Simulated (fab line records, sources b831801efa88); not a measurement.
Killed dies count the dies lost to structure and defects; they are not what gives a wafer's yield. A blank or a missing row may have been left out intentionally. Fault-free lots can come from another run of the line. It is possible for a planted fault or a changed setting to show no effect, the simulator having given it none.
fab line records ; flow sky130
record: lots: 7; wafers: 18; lastDay: 50
route steps=708 shown CONTACT@418
lots untouched by any fault: they come from a run of this same line in which no faults occurred
startH: hours from the record's first day to the start of the lot's first wafer shown ; waitH: hours elapsed since this lot's preceding step ; " as in the row above ; L1.1+2: one row covering several wafers at once ; - no value, or no start given ; * or withheld: withheld ; < > ~ a bound
route shown NAME@n: names a module that has steps shown in the file, with the first one's number in the route ; usual: mean and standard deviation over wafers with no fault ; same: alike in all rows ; chamber/n: place in a boat ; sites: the reading at each site ; _std_site: how widely they spread, as a standard deviation ; _edge_site: the outer-site mean with the inner-site mean subtracted ; radiusMm: how far each site lies from the wafer's centre ; mask NAME#n: copy n ; behind: the tool/chamber that last shaped the wafer ; hold: cause of the lot's hold/its duration in hours/its outcome ; device: names the non-switching transistor (n, p or np) ; end of line: tests of these same wafers at the route's end ; a step without rows: its recipe alone ; killed: dies lost to structure and defects at the first sort, not the wafer's yield ; map: per-die view of a wafer (x killed, . not killed, _ where there is no die)
set.NAME: the setting as run; set.NAME@STEP: as run at that earlier step ; model.NAME: the simulator's own value behind a step, which no gauge read
lots at selected steps of the route; one table per step, one row per wafer
services: from which hour (startH, from the record's first day; less than 0 if before it) a tool's chamber was out of use, for how many hours, and why
== steps ==
step: SKY_CONTACT_PEB_12
recipe: pebTempC: withheld; pebTimeS: withheld; resist: KrF-thick
step: SKY_CONTACT_DEVELOP_13
recipe: developTimeS: 60; resist: KrF-thick; devTempC: 21
step: SKY_CONTACT_CD_MEAS_14
recipe: targetCdNm: 170
usual: cdNm: 169.9/1.4
lot.wafer;tool;chamber;startH;waitH;cdNm
L717.1;cdSem-01;-;822.51;-;170.6
L717.2;cdSem-01;-;822.51;-;171.3
L717.6;cdSem-01;-;822.51;-;170.8
L719.2;cdSem-02;-;829.08;-;168.0
L719.3;cdSem-02;-;829.08;-;169.8
L719.5;cdSem-02;-;829.08;-;169.7
L721.2;cdSem-02;-;846.16;-;168.4
L721.5;cdSem-02;-;846.16;-;169.6
L721.6;cdSem-02;-;846.16;-;170.4
L722.1;cdSem-01;-;851.16;-;169.5
L722.5;cdSem-01;-;851.16;-;169.9
L723.5;cdSem-02;-;858.59;-;172.2
L723.6;cdSem-02;-;858.59;-;171.7
L725.2;cdSem-01;-;876.28;-;168.2
L725.5;cdSem-01;-;876.28;-;166.1
L730.1;cdSem-02;-;906.61;-;169.5
L730.5;cdSem-02;-;906.61;-;171.3
L730.6;cdSem-02;-;906.61;-;171.3
step: SKY_CONTACT_OVL_MEAS_15
usual: CONTACT_OVL: 0/5.4
lot.wafer;tool;chamber;startH;waitH;CONTACT_OVL[nm]
L717.1;overlay-02;-;822.63;0.1;2
L717.2;overlay-02;-;822.63;0.1;2
L717.6;overlay-02;-;822.63;0.1;5
L719.2;overlay-02;-;829.18;0.1;7
L719.3;overlay-02;-;829.18;0.1;16
L719.5;overlay-02;-;829.18;0.1;-1
L721.2;overlay-01;-;846.27;0.1;2
L721.5;overlay-01;-;846.27;0.1;2
L721.6;overlay-01;-;846.27;0.1;-4
L722.1;overlay-01;-;851.28;0.1;-3
L722.5;overlay-01;-;851.28;0.1;3
L723.5;overlay-02;-;858.65;0.0;5
L723.6;overlay-02;-;858.65;0.0;2
L725.2;overlay-01;-;876.39;0.1;7
L725.5;overlay-01;-;876.39;0.1;13
L730.1;overlay-01;-;906.73;0.1;-1
L730.5;overlay-01;-;906.73;0.1;1
L730.6;overlay-01;-;906.73;0.1;-4
step: SKY_CONTACT_ETCH_16
recipe: chemistry: N2/H2; target: BARC; ionEnergyEv: 200; sourceW: 500; biasW: 100; pressureMtorr: 30; n2FlowSccm: 100; h2FlowSccm: 200; stopOn: SiO2; timeS: 45.9; targetDepthA: 600
usual: drypumpMotorCurrentA: 5.5/0.41; oesProductAu: 0.855/0.0046; throttleValvePct: 13.224/0.0096
same: timeS: 45.9
lot.wafer;tool;chamber;startH;waitH;drypumpMotorCurrentA;oesProductAu;rfHoursCounterH;throttleValvePct
L717.1;rieDiel-03;3;822.66;0.0;6.1;0.858;1;13.228
L717.2;rieDiel-03;2;822.66;0.0;5.0;0.859;21;13.227
L717.6;rieDiel-03;2;822.66;0.0;5.0;0.856;-;13.232
L719.2;rieDiel-04;0;829.21;0.0;5.3;0.852;17;13.228
L719.3;rieDiel-04;1;829.21;0.0;5.2;0.851;25;13.225
L719.5;rieDiel-04;2;829.21;0.0;5.8;0.853;-;13.232
L721.2;rieDiel-03;3;846.30;0.0;6.1;0.858;2;13.218
L721.5;rieDiel-03;0;846.30;0.0;4.8;0.859;-;13.242
L721.6;rieDiel-03;1;846.30;0.0;5.4;0.863;-;13.216
L722.1;rieDiel-03;1;851.32;0.0;5.4;0.854;19;13.218
L722.5;rieDiel-03;3;851.32;0.0;6.1;0.859;-;13.212
L723.5;rieDiel-01;3;858.68;0.0;5.4;0.852;-;13.230
L723.6;rieDiel-01;0;858.68;0.0;5.8;0.860;-;13.216
L725.2;rieDiel-04;2;876.42;0.0;5.8;0.852;9;13.234
L725.5;rieDiel-04;1;876.42;0.0;5.2;0.854;-;13.234
L730.1;rieDiel-01;3;906.77;0.0;5.4;0.860;6;13.221
L730.5;rieDiel-01;1;906.77;0.0;5.6;0.854;-;13.223
L730.6;rieDiel-01;0;906.77;0.0;5.8;0.858;-;13.225
step: SKY_CONTACT_ETCH_17
recipe: target: SiO2; chemistry: C4F8/O2/Ar; stopOn: Si3N4; maskMaterial: KrF-thick; sourceW: 1500; biasW: 1200; pressureMtorr: 40; c4f8FlowSccm: withheld; O2_flow_sccm: 6; Ar_flow_sccm: 300; timeS: withheld; targetDepthA: 3400
usual: oesProductAu: 0.893/0.0049
lot.wafer;tool;chamber;startH;waitH;oesProductAu
L717.1;rieDiel-03;3;822.70;0.0;0.893
L717.2;rieDiel-03;2;822.70;0.0;0.901
L717.6;rieDiel-03;2;822.70;0.0;0.886
L719.2;rieDiel-04;0;829.25;0.0;0.900
L719.3;rieDiel-04;1;829.25;0.0;0.896
L719.5;rieDiel-04;2;829.25;0.0;0.894
L721.2;rieDiel-03;3;846.34;0.0;0.893
L721.5;rieDiel-03;0;846.34;0.0;0.895
L721.6;rieDiel-03;1;846.34;0.0;0.900
L722.1;rieDiel-03;1;851.36;0.0;0.891
L722.5;rieDiel-03;3;851.36;0.0;0.894
L723.5;rieDiel-01;3;858.73;0.0;0.903
L723.6;rieDiel-01;0;858.73;0.0;0.891
L725.2;rieDiel-04;2;876.46;0.0;0.893
L725.5;rieDiel-04;1;876.46;0.0;0.892
L730.1;rieDiel-01;3;906.81;0.0;0.893
L730.5;rieDiel-01;1;906.81;0.0;0.895
L730.6;rieDiel-01;0;906.81;0.0;0.891
step: SKY_CONTACT_ETCH_18
recipe: target: Si3N4; chemistry: CHF3/O2; stopOn: TiN; sourceW: 600; biasW: 200; pressureMtorr: 40; chf3FlowSccm: 50; O2_flow_sccm: 5; timeS: 39; targetDepthA: 750
step: SKY_CONTACT_STRIP_19
recipe: chemistry: O2/N2; powerW: 1400; pressureMtorr: 1500; platenTempC: withheld; o2FlowSccm: 3000; n2FlowSccm: 300; overashFraction: 0.5
usual: drypumpMotorCurrentA: 5.9/0.44; oesProductAu: 0.381/0.005; stripTimeToEndpointS: 3.63/0.032
lot.wafer;tool;chamber;startH;waitH;drypumpMotorCurrentA;oesProductAu;rfHoursCounterH;stripTimeToEndpointS
L717.1;plasmaAsher-03;0;822.79;-;6.3;0.384;101;3.65
L717.2;plasmaAsher-03;1;822.79;-;6.5;0.384;101;3.67
L717.6;plasmaAsher-03;1;822.79;-;6.5;0.373;-;3.64
L719.2;plasmaAsher-03;1;829.34;-;6.5;0.389;102;3.67
L719.3;plasmaAsher-03;1;829.34;-;6.5;0.382;-;3.65
L719.5;plasmaAsher-03;0;829.34;-;6.3;0.382;-;3.68
L721.2;plasmaAsher-02;1;846.43;-;6.1;0.384;43;3.65
L721.5;plasmaAsher-02;0;846.43;-;5.7;0.392;-;3.61
L721.6;plasmaAsher-02;1;846.43;-;6.1;0.380;-;3.64
L722.1;plasmaAsher-02;0;851.45;-;5.7;0.376;44;3.64
L722.5;plasmaAsher-02;1;851.45;-;6.1;0.372;-;3.65
L723.5;plasmaAsher-01;1;858.86;-;5.7;0.378;-;3.60
L723.6;plasmaAsher-01;0;858.86;-;5.2;0.377;-;3.58
L725.2;plasmaAsher-01;1;876.55;-;5.7;0.393;75;3.69
L725.5;plasmaAsher-01;1;876.55;-;5.7;0.377;-;3.58
L730.1;plasmaAsher-01;0;906.90;-;5.2;0.383;80;3.64
L730.5;plasmaAsher-01;0;906.90;-;5.2;0.378;-;3.62
L730.6;plasmaAsher-01;1;906.90;-;5.7;0.383;-;3.64
step: SKY_CONTACT_STRIP_20
recipe: chemistry: postEtchResidueRemover; timeS: 1200; tempC: 72.5
step: SKY_CONTACT_CLEAN_21
recipe: chemistry: IPA; timeS: 180; tempC: 25
step: SKY_CONTACT_CLEAN_22
recipe: chemistry: O3/DIW; dry: n2Spin
step: SKY_CONTACT_SPUTTER_23
recipe: material: TiN; targetThkNm: 20; chamberPressurePa: 5; powerW: 4000; timeS: 80
usual: throttleValvePct: 29.8/1.2
same: timeS: 80
lot.wafer;tool;chamber;startH;waitH;throttleValvePct
L717.1;pvdSputter-04;-;823.39;0.0;30.5
L717.2;pvdSputter-04;-;823.39;0.0;30.2
L717.6;pvdSputter-04;-;823.39;0.0;28.1
L719.2;pvdSputter-02;-;829.94;0.0;30.8
L719.3;pvdSputter-02;-;829.94;0.0;28.7
L719.5;pvdSputter-02;-;829.94;0.0;30.2
L721.2;pvdSputter-02;-;847.03;0.0;28.7
L721.5;pvdSputter-02;-;847.03;0.0;30.9
L721.6;pvdSputter-02;-;847.03;0.0;31.4
L722.1;pvdSputter-01;-;852.08;0.0;28.5
L722.5;pvdSputter-01;-;852.08;0.0;28.4
L723.5;pvdSputter-04;-;859.42;0.0;30.3
L723.6;pvdSputter-04;-;859.42;0.0;30.3
L725.2;pvdSputter-04;-;877.17;0.0;28.3
L725.5;pvdSputter-04;-;877.17;0.0;28.5
L730.1;pvdSputter-04;-;907.50;0.0;30.1
L730.5;pvdSputter-04;-;907.50;0.0;28.3
L730.6;pvdSputter-04;-;907.50;0.0;30.4
step: SKY_CONTACT_CVD_24
recipe: material: W; targetThkNm: 340; timeS: 102.12; tempC: 400; pressureTorr: 40
usual: heaterPowerW: 930/83
lot.wafer;tool;chamber;startH;waitH;heaterPowerW;model.W_of_CONTACT_CVD_24.thkNm
L717.1;cvdW-01;1;823.45;0.0;853;341.4
L717.2;cvdW-01;0;823.45;0.0;1029;338.4
L717.6;cvdW-01;1;823.45;0.0;863;339.8
L719.2;cvdW-01;1;830.00;0.0;870;336.3
L719.3;cvdW-01;0;830.00;0.0;1009;332.3
L719.5;cvdW-01;1;830.00;0.0;850;340
L721.2;cvdW-01;0;847.09;0.0;1023;338.3
L721.5;cvdW-01;1;847.09;0.0;835;340.2
L721.6;cvdW-01;0;847.09;0.0;1049;338
L722.1;cvdW-01;0;852.14;0.0;1018;309.5
L722.5;cvdW-01;0;852.14;0.0;1033;306.7
L723.5;cvdW-01;0;859.52;0.1;1027;307.7
L723.6;cvdW-01;1;859.52;0.1;838;340.1
L725.2;cvdW-01;1;877.23;0.0;848;338.8
L725.5;cvdW-01;1;877.23;0.0;833;309.7
L730.1;cvdW-02;0;907.56;0.0;955;329
L730.5;cvdW-02;1;907.56;0.0;862;330.9
L730.6;cvdW-02;0;907.56;0.0;979;330.1
step: SKY_CONTACT_RS_MEAS_25
recipe: thkMeasGauge: four-point-probe; reads: W_of_CONTACT_CVD_24+TiN_of_CONTACT_SPUTTER_23
usual: CONTACT_W_RS: 0.341/0.0039
lot.wafer;tool;chamber;startH;waitH;CONTACT_W_RS[ohm/sq]
L717.1;filmMetro-03;-;823.56;0.1;0.337
L717.2;filmMetro-03;-;823.56;0.1;0.339
L717.6;filmMetro-03;-;823.56;0.1;0.338
L719.2;filmMetro-04;-;830.13;0.1;0.341
L719.3;filmMetro-04;-;830.13;0.1;0.345
L719.5;filmMetro-04;-;830.13;0.1;0.337
L721.2;filmMetro-04;-;847.22;0.1;0.340
L721.5;filmMetro-04;-;847.22;0.1;0.337
L721.6;filmMetro-04;-;847.22;0.1;0.339
L722.1;filmMetro-02;-;852.25;0.1;0.371
L722.5;filmMetro-02;-;852.25;0.1;0.375
L723.5;filmMetro-03;-;859.64;0.1;0.374
L723.6;filmMetro-03;-;859.64;0.1;0.337
L725.2;filmMetro-02;-;877.36;0.1;0.339
L725.5;filmMetro-02;-;877.36;0.1;0.371
L730.1;filmMetro-02;-;907.67;0.1;0.349
L730.5;filmMetro-02;-;907.67;0.1;0.347
L730.6;filmMetro-02;-;907.67;0.1;0.348
step: SKY_CONTACT_THK_MEAS_26
recipe: thkMeasGauge: xrf; reads: W_of_CONTACT_CVD_24
usual: CONTACT_W_THK: 355/6.3
lot.wafer;tool;chamber;startH;waitH;CONTACT_W_THK[nm]
L717.1;filmMetro-03;-;823.68;0.1;363
L717.2;filmMetro-03;-;823.68;0.1;360
L717.6;filmMetro-03;-;823.68;0.1;362
L719.2;filmMetro-04;-;830.24;0.1;350
L719.3;filmMetro-04;-;830.24;0.1;344
L719.5;filmMetro-04;-;830.24;0.1;351
L721.2;filmMetro-04;-;847.33;0.1;350
L721.5;filmMetro-04;-;847.33;0.1;352
L721.6;filmMetro-04;-;847.33;0.1;348
L722.1;filmMetro-02;-;852.37;0.1;328
L722.5;filmMetro-02;-;852.37;0.1;324
L723.5;filmMetro-03;-;859.72;0.1;322
L723.6;filmMetro-03;-;859.72;0.1;359
L725.2;filmMetro-02;-;877.47;0.1;366
L725.5;filmMetro-02;-;877.47;0.1;331
L730.1;filmMetro-02;-;907.79;0.1;346
L730.5;filmMetro-02;-;907.79;0.1;351
L730.6;filmMetro-02;-;907.79;0.1;347
step: SKY_CONTACT_CMP_27
recipe: stopOn: SiO2; tOverpolishS: 15; downForcePsi: 3.5; platenRpm: 60; targetThkNm: 0; padVelocityMS: 0.94248
usual: motorCurrentA: 11.1/1.1
lot.wafer;tool;chamber;startH;waitH;motorCurrentA
L717.1;cmp-02;3;823.79;0.1;9.2
L717.2;cmp-02;0;823.79;0.1;12.1
L717.6;cmp-02;2;823.79;0.1;10.1
L719.2;cmp-01;2;830.29;0.0;11.4
L719.3;cmp-01;3;830.29;0.0;11.9
L719.5;cmp-01;2;830.29;0.0;11.3
L721.2;cmp-01;2;847.43;0.1;11.7
L721.5;cmp-01;1;847.43;0.1;11.8
L721.6;cmp-01;2;847.43;0.1;11.4
L722.1;cmp-01;0;852.66;0.3;11.6
L722.5;cmp-01;2;852.66;0.3;11.9
L723.6;cmp-02;0;859.94;0.2;12.5
L723.5;cmp-02;1;859.94;0.2;11.4
L725.2;cmp-02;1;877.57;0.1;11.1
L725.5;cmp-02;0;877.57;0.1;11.9
L730.1;cmp-02;3;907.95;0.1;8.9
L730.5;cmp-02;1;907.95;0.1;11.7
L730.6;cmp-02;2;907.95;0.1;10.1
== services ==
tool;chamber;startH;hours;kind
cmp-01;-;804.57;1.5;repair
cvdW-01;-;814.51;0.9;repair
rieDiel-01;-;814.62;4.3;pm
plasmaAsher-01;-;818.45;2.8;pm
cmp-01;-;820.68;5.3;pm
rieDiel-03;-;836.84;0.4;repair
cvdW-02;-;861.73;2.0;repair
rieDiel-03;-;861.77;1.4;repair
rieDiel-01;2;862.75;21.8;repair
plasmaAsher-01;-;863.89;4.3;repair
cvdW-01;-;871.28;0.7;repair
cvdW-01;-;877.99;6.9;pm
rieDiel-01;3;881.58;6.9;repair
rieDiel-03;-;886.14;3.2;repair
rieDiel-03;1;888.87;10.9;repair
pvdSputter-01;-;890.16;9.0;repair
plasmaAsher-01;-;893.67;1.4;repair
plasmaAsher-03;-;895.55;28.1;pm
rieDiel-03;2;898.28;5.9;repair
cvdW-01;-;904.00;14.0;pm
cvdW-01;0;904.00;14.0;ventCycle
cvdW-01;1;904.00;14.0;ventCycle
== key ==
firstSign: step: SKY_CONTACT_RS_MEAS_25; reading: CONTACT_W_RS; direction: up; sigmas: 8.2; usual: 0.341; struck: 0.373
effect: step: SKY_CONTACT_THK_MEAS_26; reading: CONTACT_W_THK; direction: down; sigmas: 4.6; usual: 355; struck: 326
modelEffect: step: SKY_CONTACT_CVD_24; value: W_of_CONTACT_CVD_24.thkNm; without: 339.6; struck: 308.4
metAt SKY_CONTACT_CVD_24
struckWafers L722.1,L722.5,L723.5,L725.5
testerLeftOut L722,L723,L725
onsetBetween 847.09 852.14
fault: kind: processParameterDrift; tool: cvdW-01; chamber: -; onsetH: 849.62; steps: SKY_CONTACT_CVD_24; channel: targetThkNm; offset: -31.262; shape: step; endH: 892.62; scope: struckWafersOnly; actsIn: theseRecipesOnly; stated: 340
testerLeftOut: of these lots the tester's yield and bins aren't shown, on N5 and GAA mostly nor the transistor test; their killed dies are dies lost to structure and defects alone, not to doping, threshold or leakage, so they don't give the yield
